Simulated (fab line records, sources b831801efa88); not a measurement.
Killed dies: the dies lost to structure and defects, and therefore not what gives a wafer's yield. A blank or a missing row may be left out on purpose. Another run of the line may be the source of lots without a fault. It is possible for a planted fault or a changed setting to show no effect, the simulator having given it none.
fab line records    flow sfq-line
record lots=5  wafers=15  last-day=84
route steps=325 shown R5@216 I5@228 C5@240 M6@251
lots that met no fault: taken from a fault-free run of the same line
start-h: start of the lot's first displayed wafer, in hours after the record's first day    wait-h: hours since the lot's step before    " unchanged from the row above    L1.1+2: one row covering several wafers at once    - no value present, or no start provided    * or withheld: withheld    < > ~ a bound
route shown NAME@n: NAME is a module with steps in the file, n the number in the route of the first one    usual: average and standard deviation across the fault-free wafers    same: alike in all rows    chamber/n: place in a boat    sites: per-site readings    _std_site: standard deviation across them    _edge_site: the outer-site mean with the inner-site mean subtracted    radius-mm: for every site, how far away it sits from the centre of the wafer    mask NAME#n: copy n    behind: the tool/chamber that last shaped the wafer    hold: the reason the lot was held/the length of the hold in hours/how it ended    device: transistor that didn't switch, given as n, p or np    end of line: the route-end tests of the same wafers    a step without rows: its recipe alone    killed: the dies lost at the first sort to structure and to defects; this is not the yield of the wafer    map: dies across one wafer; x = killed, . = not, _ = none there
set.NAME: setting as actually run; set.NAME@STEP: the setting as run at that earlier step    model.NAME: the simulator's own value behind a step, which no gauge read
lots seen at some steps along the route; tables by step, rows by wafer
services: from which hour (start-h, from the record's first day; less than 0 if before it) a tool's chamber was out of use, for how many hours, and why
## steps
# step SFQ_R5_THK_MEAS_934
# recipe thk-meas-gauge=xrf  reads=MoNx_of_TRILAYER_R5_DEP_SPUTTER_133
# usual R5_MONX_THK=39.7/0.46
lot.wafer  tool           chamber  start-h  wait-h  R5_MONX_THK[nm]
L432.3     film-metro-02  -        1145.03  0.1     39.9
L432.5     "              -        "        "       40.3
L432.6     "              -        "        "       39.9
L441.1     film-metro-04  -        1255.07  0.1     39.4
L441.3     "              -        "        "       39.6
L441.4     "              -        "        "       40.0
L443.1     film-metro-04  -        1270.62  0.1     39.6
L443.5     "              -        "        "       39.3
L443.6     "              -        "        "       39.3
L446.1     film-metro-03  -        1293.11  0.1     40.3
L446.2     "              -        "        "       40.2
L446.5     "              -        "        "       40.4
L454.2     film-metro-04  -        1417.32  0.1     40.0
L454.3     "              -        "        "       39.5
L454.6     "              -        "        "       39.4
# step SFQ_TRILAYER_R5_LITHO_COAT_141
# recipe resist=BARC  spin-rpm=3000  resist-thk-nm=62
# step SFQ_TRILAYER_R5_LITHO_COAT_136
# recipe resist=KrF  spin-rpm=3000  resist-thk-nm=600
# step SFQ_TRILAYER_R5_LITHO_SOFTBAKE_140
# recipe temp-c=withheld  time-s=withheld  resist=KrF
# step SFQ_TRILAYER_R5_LITHO_EXPOSE_137
# recipe mask-id=R5  na=0.6  source-shape=conventional  sigma-outer=0.65  target-cd-nm=500  dose-mj=14.4
# step SFQ_TRILAYER_R5_LITHO_PEB_139
# recipe peb-temp-c=115  peb-time-s=60  resist=KrF
# step SFQ_TRILAYER_R5_LITHO_DEVELOP_138
# recipe time-s=60  resist=KrF
# step SFQ_R5_OVL_MEAS_935
# usual R5_OVL=-2/5.5
lot.wafer  tool        chamber  start-h  wait-h  R5_OVL[nm]
L432.3     overlay-01  -        1285.84  0.1     -4
L432.5     "           -        "        "       -10
L432.6     "           -        "        "       2
L441.1     overlay-02  -        1389.79  0.1     8
L441.3     "           -        "        "       -1
L441.4     "           -        "        "       6
L443.1     overlay-01  -        1404.19  0.1     -8
L443.5     "           -        "        "       -8
L443.6     "           -        "        "       -2
L446.1     overlay-02  -        1425.79  0.1     -1
L446.2     "           -        "        "       0
L446.5     "           -        "        "       -3
L454.2     overlay-02  -        1534.80  0.1     0
L454.3     "           -        "        "       -4
L454.6     "           -        "        "       2
# step SFQ_TRILAYER_R5_BARC_OPEN_METAL_ETCH_177
# recipe mask-material=PR  chemistry=O2  target-depth-nm=125  target=BARC  icp-w=600  bias-w=80  pressure-mtorr=10  time-s=41.7
# step SFQ_TRILAYER_R5_ETCH_METAL_ETCH_139
# recipe stop-on=SiO2  mask-material=PR  chemistry=Cl2  target-depth-nm=60  icp-w=600  bias-w=82.5  pressure-mtorr=10  time-s=40
# step SFQ_TRILAYER_R5_STRIP_STRIP_140
# recipe gas=O2  power-w=200  platen-temp-c=40  overash-fraction=0.65  chemistry=O2  pressure-mtorr=50
# usual drypump-motor-current-A=5.6/0.45  oes-product-au=0.999/0.0089
lot.wafer  tool          chamber  start-h  wait-h  drypump-motor-current-A  oes-product-au  rf-hours-counter-h
L432.3     rie-metal-04  1        1286.18  0.2     5.6                      1.002           -
L432.5     "             1        "        "       5.6                      0.999           -
L432.6     "             0        "        "       6.1                      1.011           -
L441.1     rie-metal-01  1        1389.94  0.0     5.5                      0.992           136
L441.3     "             0        "        "       5.9                      0.993           -
L441.4     "             1        "        "       5.5                      0.989           -
L443.1     rie-metal-02  1        1404.34  0.0     5.4                      0.996           23
L443.5     "             0        "        "       4.7                      0.995           -
L443.6     "             1        "        "       5.4                      0.991           -
L446.1     rie-metal-02  1        1425.94  0.0     5.4                      0.982           27
L446.2     "             0        "        "       4.7                      0.999           23
L446.5     "             1        "        "       5.4                      0.981           -
L454.2     rie-metal-04  0        1534.94  0.0     6.1                      1.008           62
L454.3     "             1        "        "       5.7                      1.002           -
L454.6     "             1        "        "       5.7                      1.012           -
# step SFQ_TRILAYER_R5_STRIP_SOLV_CLEAN_141
# recipe chemistry=NMP  temp-c=70  time-s=600
# step SFQ_TRILAYER_A5C_DEP_PECVD_142
# recipe material=SiO2  temp-c=150  time-s=15.556  pressure-torr=2.4  rf-w=183.3  precursor=SiH4/N2O  target-thk-nm=70
# usual heater-power-w=89/19  throttle-valve-pct=24.2/1.1
lot.wafer  tool      chamber  start-h  wait-h  heater-power-w  throttle-valve-pct  model.SiO2_of_TRILAYER_A5C_DEP_PECVD_142.thk-nm
L432.3     pecvd-01  1        1286.75  0.0     86              23.5                69.29
L432.5     "         0        "        "       65              25.5                70.56
L432.6     "         1        "        "       84              23.5                70.48
L441.1     pecvd-02  1        1390.72  0.0     126             23.8                70.6
L441.3     "         0        "        "       129             23.2                72.41
L441.4     "         1        "        "       121             24.0                71.64
L443.1     pecvd-04  2        1405.12  0.0     79              23.3                71.27
L443.5     "         2        "        "       81              23.4                71.31
L443.6     "         1        "        "       105             26.6                71.83
L446.1     pecvd-01  2        1426.72  0.0     75              23.3                69.9
L446.2     "         1        "        "       85              23.5                70.41
L446.5     "         0        "        "       63              25.6                72.01
L454.2     pecvd-02  2        1535.74  0.0     109             23.4                68.47
L454.3     "         0        "        "       118             23.4                70.48
L454.6     "         2        "        "       109             23.8                69.16
# step SFQ_TRILAYER_I5_LITHO_COAT_149
# recipe resist=BARC  spin-rpm=3068  resist-thk-nm=62
# step SFQ_TRILAYER_I5_LITHO_COAT_144
# recipe resist=KrF  spin-rpm=3000  resist-thk-nm=650
# step SFQ_TRILAYER_I5_LITHO_SOFTBAKE_148
# recipe temp-c=withheld  time-s=withheld  resist=KrF
# step SFQ_TRILAYER_I5_LITHO_EXPOSE_145
# recipe mask-id=I5  na=0.6  source-shape=conventional  sigma-outer=0.65  target-cd-nm=700  dose-mj=21.3
# step SFQ_TRILAYER_I5_LITHO_PEB_147
# recipe peb-temp-c=115  peb-time-s=60  resist=KrF
# step SFQ_TRILAYER_I5_LITHO_DEVELOP_146
# recipe time-s=60  resist=KrF
# step SFQ_I5_OVL_MEAS_936
# usual I5_OVL=0/6.1
lot.wafer  tool        chamber  start-h  wait-h  I5_OVL[nm]
L432.3     overlay-02  -        1416.20  0.1     6
L432.5     "           -        "        "       9
L432.6     "           -        "        "       4
L441.1     overlay-02  -        1505.87  0.1     7
L441.3     "           -        "        "       7
L441.4     "           -        "        "       4
L443.1     overlay-01  -        1520.39  0.1     -8
L443.5     "           -        "        "       -5
L443.6     "           -        "        "       -5
L446.1     overlay-02  -        1546.79  0.1     -12
L446.2     "           -        "        "       -2
L446.5     "           -        "        "       -6
L454.2     overlay-02  -        1654.60  0.1     7
L454.3     "           -        "        "       2
L454.6     "           -        "        "       5
# step SFQ_TRILAYER_I5_BARC_OPEN_VIA_ETCH_200
# recipe mask-material=PR  chemistry=O2  target-depth-nm=125  target=BARC  source-w=500  bias-w=80  pressure-mtorr=30  time-s=41.7
# step SFQ_TRILAYER_I5_ETCH_VIA_ETCH_147
# recipe stop-on=Nb  mask-material=PR  chemistry=CHF3  target-depth-nm=360  source-w=500  bias-w=80  pressure-mtorr=30  time-s=withheld
# usual bias-w=80.05/0.26  drypump-motor-current-A=5.6/0.35  oes-product-au=0.987/0.0065
lot.wafer  tool         chamber  start-h  wait-h  bias-w  drypump-motor-current-A  oes-product-au
L432.3     rie-diel-02  0        1416.27  0.0     80.07   5.5                      0.986
L432.5     "            3        "        "       79.93   5.4                      0.983
L432.6     "            2        "        "       80.27   4.9                      0.992
L441.1     rie-diel-02  3        1505.94  0.0     80.27   5.4                      0.986
L441.3     "            0        "        "       80.00   5.5                      0.997
L441.4     "            1        "        "       79.81   5.7                      0.992
L443.1     rie-diel-02  3        1520.47  0.0     80.31   5.4                      0.968
L443.5     "            0        "        "       80.46   5.5                      0.991
L443.6     "            1        "        "       79.66   5.7                      0.989
L446.1     rie-diel-03  2        1546.87  0.0     79.65   5.7                      0.984
L446.2     "            0        "        "       80.34   5.4                      0.989
L446.5     "            3        "        "       80.24   5.8                      0.984
L454.2     rie-diel-02  1        1654.67  0.0     79.49   5.7                      0.993
L454.3     "            2        "        "       80.23   5.0                      1.000
L454.6     "            2        "        "       80.48   5.0                      0.995
# step SFQ_TRILAYER_I5_STRIP_STRIP_148
# recipe gas=O2  power-w=200  platen-temp-c=40  overash-fraction=0.65  chemistry=O2  pressure-mtorr=50
# usual drypump-motor-current-A=5.4/0.38  oes-product-au=0.997/0.0076
lot.wafer  tool          chamber  start-h  wait-h  drypump-motor-current-A  oes-product-au  rf-hours-counter-h
L432.3     rie-metal-03  1        1416.82  -       5.3                      1.002           -
L432.5     "             1        "        "       5.3                      1.007           -
L432.6     "             1        "        "       5.3                      1.005           -
L441.1     rie-metal-02  0        1506.09  -       4.7                      0.991           38
L441.3     "             1        "        "       5.4                      0.994           -
L441.4     "             0        "        "       4.7                      0.986           -
L443.1     rie-metal-01  0        1520.62  -       5.9                      0.999           36
L443.5     "             0        "        "       5.9                      1.005           -
L443.6     "             1        "        "       5.5                      0.993           -
L446.1     rie-metal-03  1        1547.02  -       5.3                      1.012           100
L446.2     "             0        "        "       5.5                      1.004           18
L446.5     "             1        "        "       5.3                      1.014           -
L454.2     rie-metal-01  1        1654.82  -       5.5                      0.991           27
L454.3     "             0        "        "       5.9                      0.986           -
L454.6     "             1        "        "       5.5                      0.990           -
# step SFQ_TRILAYER_I5_STRIP_SOLV_CLEAN_149
# recipe chemistry=NMP  temp-c=70  time-s=600
# step SFQ_TRILAYER_C5_LITHO_COAT_156
# recipe resist=BARC  spin-rpm=3000  resist-thk-nm=62
# step SFQ_TRILAYER_C5_LITHO_COAT_151
# recipe resist=KrF  spin-rpm=3000  resist-thk-nm=650
# step SFQ_TRILAYER_C5_LITHO_SOFTBAKE_155
# recipe temp-c=withheld  time-s=withheld  resist=KrF
# step SFQ_TRILAYER_C5_LITHO_EXPOSE_152
# recipe mask-id=C5  na=0.6  source-shape=conventional  sigma-outer=0.65  target-cd-nm=500  dose-mj=21.3
# step SFQ_TRILAYER_C5_LITHO_PEB_154
# recipe peb-temp-c=115  peb-time-s=60  resist=KrF
# step SFQ_TRILAYER_C5_LITHO_DEVELOP_153
# recipe time-s=60  resist=KrF
# step SFQ_C5_OVL_MEAS_937
# usual C5_OVL=2/5.6
lot.wafer  tool        chamber  start-h  wait-h  C5_OVL[nm]
L432.3     overlay-01  -        1420.05  0.1     14
L432.5     "           -        "        "       10
L432.6     "           -        "        "       6
L441.1     overlay-02  -        1510.92  0.1     0
L441.3     "           -        "        "       -2
L441.4     "           -        "        "       0
L443.1     overlay-02  -        1523.77  0.1     -3
L443.5     "           -        "        "       -4
L443.6     "           -        "        "       -3
L446.1     overlay-01  -        1550.04  0.1     6
L446.2     "           -        "        "       11
L446.5     "           -        "        "       10
L454.2     overlay-02  -        1747.96  0.1     6
L454.3     "           -        "        "       -6
L454.6     "           -        "        "       -6
# step SFQ_TRILAYER_C5_BARC_OPEN_VIA_ETCH_210
# recipe mask-material=PR  chemistry=O2  target-depth-nm=125  target=BARC  source-w=500  bias-w=80  pressure-mtorr=30  time-s=41.7
# usual bias-w=80.01/0.22  drypump-motor-current-A=5.6/0.33  oes-product-au=0.685/0.0045
lot.wafer  tool         chamber  start-h  wait-h  bias-w  drypump-motor-current-A  oes-product-au  rf-hours-counter-h
L432.3     rie-diel-01  0        1420.08  0.0     79.70   6.1                      0.680           19
L432.5     "            3        "        "       80.15   5.9                      0.684           -
L432.6     "            0        "        "       80.03   6.1                      0.680           -
L441.1     rie-diel-04  2        1510.96  0.0     80.03   5.8                      0.681           17
L441.3     "            3        "        "       80.05   5.8                      0.686           13
L441.4     "            0        "        "       79.86   5.7                      0.689           -
L443.1     rie-diel-04  2        1523.80  0.0     80.01   5.7                      0.688           17
L443.5     "            0        "        "       79.73   5.7                      0.686           -
L443.6     "            3        "        "       79.78   5.8                      0.696           -
L446.1     rie-diel-01  2        1550.08  0.0     79.69   5.8                      0.683           3
L446.2     "            3        "        "       80.17   5.9                      0.686           0
L446.5     "            3        "        "       80.18   5.9                      0.680           -
L454.2     rie-diel-02  0        1747.99  0.0     79.54   5.5                      0.685           20
L454.3     "            3        "        "       80.32   5.3                      0.688           1
L454.6     "            2        "        "       79.63   4.9                      0.686           -
# step SFQ_TRILAYER_C5_ETCH_VIA_ETCH_154
# recipe target=SiO2  mask-material=PR  chemistry=CHF3  target-depth-nm=84  source-w=500  bias-w=80  pressure-mtorr=30  time-s=withheld  stop-on=Nb
# usual bias-w=80.02/0.24  drypump-motor-current-A=5.6/0.33  oes-product-au=0.895/0.0082
lot.wafer  tool         chamber  start-h  wait-h  bias-w  drypump-motor-current-A  oes-product-au  model.etch.depth-nm  model.C5.feature-depth-nm
L432.3     rie-diel-01  0        1420.12  0.0     79.71   6.1                      0.893           69.29                69.29
L432.5     "            3        "        "       79.87   5.9                      0.895           70.56                70.56
L432.6     "            0        "        "       79.92   6.1                      0.903           70.48                70.48
L441.1     rie-diel-04  2        1511.00  0.0     79.85   5.8                      0.896           70.6                 70.6
L441.3     "            3        "        "       79.92   5.8                      0.920           72.41                72.41
L441.4     "            0        "        "       80.22   5.7                      0.909           71.64                71.64
L443.1     rie-diel-04  2        1523.84  0.0     80.65   5.8                      0.897           71.27                71.27
L443.5     "            0        "        "       80.25   5.7                      0.908           71.31                71.31
L443.6     "            3        "        "       80.15   5.8                      0.904           71.83                71.83
L446.1     rie-diel-01  2        1550.12  0.0     80.08   5.8                      0.897           69.9                 69.9
L446.2     "            3        "        "       80.29   5.9                      0.896           70.41                70.41
L446.5     "            3        "        "       79.98   6.0                      0.912           72.01                72.01
L454.2     rie-diel-02  0        1748.03  0.0     79.48   5.5                      0.880           68.47                68.47
L454.3     "            3        "        "       80.38   5.4                      0.897           70.48                70.48
L454.6     "            2        "        "       80.12   4.9                      0.886           69.16                69.16
# step SFQ_TRILAYER_C5_STRIP_STRIP_155
# recipe gas=O2  power-w=200  platen-temp-c=40  overash-fraction=0.65  chemistry=O2  pressure-mtorr=50
# step SFQ_TRILAYER_C5_STRIP_SOLV_CLEAN_156
# recipe chemistry=NMP  temp-c=70  time-s=600
# step SFQ_TRILAYER_M6_DEP_PRE_CLEAN_158
# recipe gas=Ar  time-s=22.5  bias-v=250
lot.wafer  tool            chamber  start-h  wait-h  model.SiO2_of_TRILAYER_A5C_DEP_PECVD_142.thk-nm
L432.3     pvd-sputter-05  -        1420.94  0.0     61.79
L432.5     "               -        "        "       63.06
L432.6     "               -        "        "       62.98
L441.1     pvd-sputter-05  -        1511.83  0.0     63.1
L441.3     "               -        "        "       64.91
L441.4     "               -        "        "       64.14
L443.1     pvd-sputter-04  -        1524.66  0.0     63.77
L443.5     "               -        "        "       63.81
L443.6     "               -        "        "       64.33
L446.1     pvd-sputter-03  -        1550.94  0.0     62.4
L446.2     "               -        "        "       62.91
L446.5     "               -        "        "       64.52
L454.2     pvd-sputter-04  -        1748.85  0.0     60.97
L454.3     "               -        "        "       62.98
L454.6     "               -        "        "       61.66
# step SFQ_TRILAYER_M6_DEP_SPUTTER_157
# recipe material=Nb  base-pressure-pa=1.33e-06  chamber-pressure-pa=0.1333  substrate-temp-c=20  target-thk-nm=200  power-w=2000  time-s=133.3
# usual chamber-pressure-pa=0.13332/0.00026  throttle-valve-pct=30.6/0.99
lot.wafer  tool            chamber  start-h  wait-h  chamber-pressure-pa  throttle-valve-pct
L432.3     pvd-sputter-05  -        1420.97  0.0     0.1333               30.0
L432.5     "               -        "        "       0.13361              29.8
L432.6     "               -        "        "       0.13293              30.0
L441.1     pvd-sputter-05  -        1511.86  0.0     0.13354              30.0
L441.3     "               -        "        "       0.13349              30.0
L441.4     "               -        "        "       0.13316              29.5
L443.1     pvd-sputter-04  -        1524.69  0.0     0.13305              30.4
L443.5     "               -        "        "       0.13287              33.3
L443.6     "               -        "        "       0.13336              30.5
L446.1     pvd-sputter-03  -        1550.97  0.0     0.13325              30.5
L446.2     "               -        "        "       0.13377              31.3
L446.5     "               -        "        "       0.13332              30.5
L454.2     pvd-sputter-04  -        1748.88  0.0     0.13342              33.1
L454.3     "               -        "        "       0.13334              29.7
L454.6     "               -        "        "       0.13332              33.5
## services
tool            chamber  start-h  hours  kind
rie-diel-01     2        1283.74  10.0   repair
rie-diel-04     -        1283.83  14.6   pm
pvd-sputter-05  -        1293.87  1.4    repair
rie-diel-01     -        1313.63  4.0    pm
rie-diel-01     2        1342.21  5.1    repair
rie-diel-02     1        1374.01  1.5    repair
pvd-sputter-05  -        1378.73  1.5    repair
rie-diel-04     2        1402.94  16.3   repair
pvd-sputter-05  -        1410.78  0.9    repair
rie-diel-02     1        1435.15  2.8    repair
rie-diel-04     0        1437.96  11.0   repair
pvd-sputter-04  -        1448.15  21.5   repair
rie-diel-04     2        1461.70  5.4    repair
rie-diel-01     1        1464.20  5.3    repair
rie-diel-01     -        1497.49  1.1    repair
rie-diel-02     2        1508.96  2.8    repair
rie-diel-04     1        1510.22  60.7   repair
rie-diel-01     1        1530.57  19.5   repair
rie-diel-04     1        1591.04  7.2    repair
rie-diel-04     -        1596.31  2.8    pm
pvd-sputter-04  -        1638.61  3.6    repair
rie-diel-04     3        1650.05  6.5    repair
rie-diel-02     -        1683.97  0.5    repair
rie-diel-02     -        1685.44  1.0    repair
## key
first-sign none at tools or gauges
model-effect step=SFQ_TRILAYER_A5C_DEP_PECVD_142  value=SiO2_of_TRILAYER_A5C_DEP_PECVD_142.thk-nm  without=69.27  struck=71.55
model-effect step=SFQ_TRILAYER_C5_ETCH_VIA_ETCH_154  value=etch.depth-nm  without=69.27  struck=71.55
model-effect step=SFQ_TRILAYER_M6_DEP_PRE_CLEAN_158  value=SiO2_of_TRILAYER_A5C_DEP_PECVD_142.thk-nm  without=61.77  struck=64.05
met-at SFQ_TRILAYER_A5C_DEP_PECVD_142
struck-wafers L441.1,L441.3,L441.4
also-fits SFQ_TRILAYER_R5_STRIP_STRIP_140:rie-metal-01
fault kind=process-parameter-drift  tool=pecvd-02  chamber=-  onset-h=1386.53  steps=SFQ_TRILAYER_A5C_DEP_PECVD_142  channel=time-s  offset=*  shape=step  end-h=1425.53  acts-in=*  stated=*
